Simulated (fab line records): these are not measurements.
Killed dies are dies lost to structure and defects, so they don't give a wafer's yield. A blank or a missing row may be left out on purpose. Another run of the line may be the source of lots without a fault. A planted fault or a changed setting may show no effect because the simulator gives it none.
Which tool is to blame? || flow gf180mcu || 33 wafers from 11 lots sampled at 2 of the route's 602 steps

WHAT THE GAUGES SHOWED, per wafer
GF_HV_LDD_OVL_MEAS_47.
{"lot": "L423", "measured": "day 12 21:29", "on": "overlay-01", "HV_LDD_03_OVL (nm)": "-3.6 -0.6 -0.9"}
{"lot": "L424", "measured": "day 13 00:32", "on": "overlay-02", "HV_LDD_03_OVL (nm)": "-3.3 -1.0 -1.1"}
{"lot": "L433", "measured": "day 15 11:26", "on": "overlay-01", "HV_LDD_03_OVL (nm)": "0.0 1.1 -0.4"}
{"lot": "L434", "measured": "day 16 03:35", "on": "overlay-02", "HV_LDD_03_OVL (nm)": "-0.3 -0.3 -0.8"}
{"lot": "L436", "measured": "day 16 21:11", "on": "overlay-01", "HV_LDD_03_OVL (nm)": "-2.0 -2.6 -0.4"}
{"lot": "L437", "measured": "day 16 20:42", "on": "overlay-02", "HV_LDD_03_OVL (nm)": "-0.8 -1.6 -1.5"}
{"lot": "L438", "measured": "day 17 11:48", "on": "overlay-01", "HV_LDD_03_OVL (nm)": "0.2 -0.9 -0.5"}
{"lot": "L440", "measured": "day 18 02:30", "on": "overlay-01", "HV_LDD_03_OVL (nm)": "0.6 0.4 -0.3"}
{"lot": "L442", "measured": "day 19 00:46", "on": "overlay-01", "HV_LDD_03_OVL (nm)": "0.8 -0.3 -1.0"}
{"lot": "L443", "measured": "day 19 07:37", "on": "overlay-01", "HV_LDD_03_OVL (nm)": "1.6 -0.5 -2.4"}
{"lot": "L446", "measured": "day 20 02:11", "on": "overlay-02", "HV_LDD_03_OVL (nm)": "0.3 0.6 -0.8"}

TOOL THAT RAN EACH LOT (tool first, then ch and the chambers of the sampled wafers, then the start)
{"lot": "L423", "GF_POLY_GATE_ETCH_12": "rie diel-04 ch 0,1, day 9 17:14"}
{"lot": "L424", "GF_POLY_GATE_ETCH_12": "rie diel-01 ch 0,1,2, day 9 19:26"}
{"lot": "L433", "GF_POLY_GATE_ETCH_12": "rie diel-02 ch 1,2,3, day 12 01:23"}
{"lot": "L434", "GF_POLY_GATE_ETCH_12": "rie diel-02 ch 0,1,2, day 12 12:32"}
{"lot": "L436", "GF_POLY_GATE_ETCH_12": "rie diel-04 ch 0,3, day 13 02:40"}
{"lot": "L437", "GF_POLY_GATE_ETCH_12": "rie diel-04 ch 0,1,3, day 13 05:14"}
{"lot": "L438", "GF_POLY_GATE_ETCH_12": "rie diel-01 ch 0,3, day 13 18:59"}
{"lot": "L440", "GF_POLY_GATE_ETCH_12": "rie diel-04 ch 1,2, day 14 09:17"}
{"lot": "L442", "GF_POLY_GATE_ETCH_12": "rie diel-02 ch 0,2,3, day 15 00:04"}
{"lot": "L443", "GF_POLY_GATE_ETCH_12": "rie diel-02 ch 2,3, day 15 06:41"}
{"lot": "L446", "GF_POLY_GATE_ETCH_12": "rie diel-02 ch 2,3, day 16 02:02"}
- GF_POLY_GATE_ETCH_12: etches BARC in N2/H2.

WHAT THE TOOLS THEMSELVES READ (means of the sampled wafers that have a number; where no wafer has one, the mark that the record gives instead)
GF_POLY_GATE_ETCH_12.
{"lot": "L423", "tool": "rie diel-04", "chamber pressure mTorr (mTorr)": 30.02, "drypump motor current A (A)": 5.9, "oes product au (a.u.)": 0.738, "throttle valve pct (%)": 13.211}
{"lot": "L424", "tool": "rie diel-01", "chamber pressure mTorr (mTorr)": 30.01, "drypump motor current A (A)": 5.9, "oes product au (a.u.)": 0.739, "throttle valve pct (%)": 13.213}
{"lot": "L433", "tool": "rie diel-02", "chamber pressure mTorr (mTorr)": 29.99, "drypump motor current A (A)": 6.0, "oes product au (a.u.)": 0.738, "throttle valve pct (%)": 13.218}
{"lot": "L434", "tool": "rie diel-02", "chamber pressure mTorr (mTorr)": 29.99, "drypump motor current A (A)": 6.2, "oes product au (a.u.)": 0.735, "throttle valve pct (%)": 13.206}
{"lot": "L436", "tool": "rie diel-04", "chamber pressure mTorr (mTorr)": 29.98, "drypump motor current A (A)": 5.3, "oes product au (a.u.)": 0.735, "throttle valve pct (%)": 13.217}
{"lot": "L437", "tool": "rie diel-04", "chamber pressure mTorr (mTorr)": 29.99, "drypump motor current A (A)": 5.7, "oes product au (a.u.)": 0.731, "throttle valve pct (%)": 13.214}
{"lot": "L438", "tool": "rie diel-01", "chamber pressure mTorr (mTorr)": 30.00, "drypump motor current A (A)": 5.6, "oes product au (a.u.)": 0.736, "throttle valve pct (%)": 13.211}
{"lot": "L440", "tool": "rie diel-04", "chamber pressure mTorr (mTorr)": 30.00, "drypump motor current A (A)": 6.4, "oes product au (a.u.)": 0.735, "throttle valve pct (%)": 13.220}
{"lot": "L442", "tool": "rie diel-02", "chamber pressure mTorr (mTorr)": 30.01, "drypump motor current A (A)": 5.9, "oes product au (a.u.)": 0.736, "throttle valve pct (%)": 13.218}
{"lot": "L443", "tool": "rie diel-02", "chamber pressure mTorr (mTorr)": 30.04, "drypump motor current A (A)": 5.7, "oes product au (a.u.)": 0.737, "throttle valve pct (%)": 13.213}
{"lot": "L446", "tool": "rie diel-02", "chamber pressure mTorr (mTorr)": 30.01, "drypump motor current A (A)": 6.1, "oes product au (a.u.)": 0.741, "throttle valve pct (%)": 13.212}

THE ANSWER, worked out from the rows above alone
Rule: what is usual is taken from the lots themselves. The widest of any qualifying gaps counts: lots, ordered by their means at a reading, are off when they make up no more than a third of the lots, leave a main group of 4 or more, and stand apart from it by 3 or more times the standard deviation of that group's means. The tables above print the reading to a certain number of digits; a main group whose means all agree to those digits is not used. A lot without any number at a reading at which 4 lots or more have one is off too. The other lots that the step has rows for count as sound. After the gauges, taken in route order, come the tools' own readings; for these a lot's mean is taken, as printed above. At the first step where some lot is off, the reading lying furthest off is the one used; lots without a number count as furthest.
Nothing can be told from this: no lot is off at any reading shown.

WHAT THE SIMULATOR HAD INSERTED
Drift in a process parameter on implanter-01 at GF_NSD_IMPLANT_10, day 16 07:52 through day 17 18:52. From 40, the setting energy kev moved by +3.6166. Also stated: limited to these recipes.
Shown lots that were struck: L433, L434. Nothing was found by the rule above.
